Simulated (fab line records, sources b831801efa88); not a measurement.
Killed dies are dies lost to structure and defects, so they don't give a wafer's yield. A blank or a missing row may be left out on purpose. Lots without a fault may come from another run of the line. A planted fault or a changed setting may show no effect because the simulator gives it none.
Chamber matching | flow sfq_line | SFQ_TRILAYER_I1_VIA_BARC_OPEN_VIA_ETCH_071 on rie_diel-04: 4 sister chambers
The step etches BARC in O2, target depth 125 nm, time 41.7 s. 8 wafers are shown with their chamber, then 7 later ones without.

WAFERS WITH THEIR CHAMBER
wafer  | chamber | drypump_motor_current_A (A) | oes_product_au (a.u.)
L964.4 | 0       | 6.5                         | 0.689
L970.4 | 1       | 5.6                         | 0.689
L970.6 | 1       | 5.6                         | 0.692
L974.3 | 3       | 4.9                         | 0.685
L974.4 | 2       | 4.7                         | 0.688
L974.5 | 3       | 5.0                         | 0.690
L982.1 | 2       | 4.6                         | 0.680
L982.5 | 0       | 6.6                         | 0.687

WAFERS WITHOUT THEIR CHAMBER
wafer  | drypump_motor_current_A (A) | oes_product_au (a.u.)
L982.6 | 4.9                         | 0.678
L984.2 | 4.7                         | 0.680
L984.4 | 5.0                         | 0.688
L984.6 | 6.6                         | 0.686
L987.1 | 4.9                         | 0.688
L987.3 | 6.6                         | 0.694
L987.6 | 6.6                         | 0.674

WHICH CHAMBER EACH WENT THROUGH
wafer  | from the rows above     | in truth
L982.6 | can't be placed: 3 or 2 | 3
L984.2 | 2                       | 2
L984.4 | 3                       | 3
L984.6 | 0                       | 0
L987.1 | 3                       | 3
L987.3 | 0                       | 0
L987.6 | 0                       | 0
Placed correctly: 6 of 7. Can't be placed from these rows: 1 (the true chamber is among the candidates in 1). Placed wrongly: 0.
How it was worked out, from the rows above alone: a wafer's distance from a chamber is the root of the sum, over the readings, of the square of ((its reading less the chamber's mean) divided by the reading's scatter). The wafer belongs to the nearest chamber; if the next one is less than 2 further off, it can't be placed. A chamber's mean is the mean of its shown wafers. The scatter: the root of (the sum of the squares of (reading less its chamber's mean) over the shown wafers, divided by (wafers less chambers)).
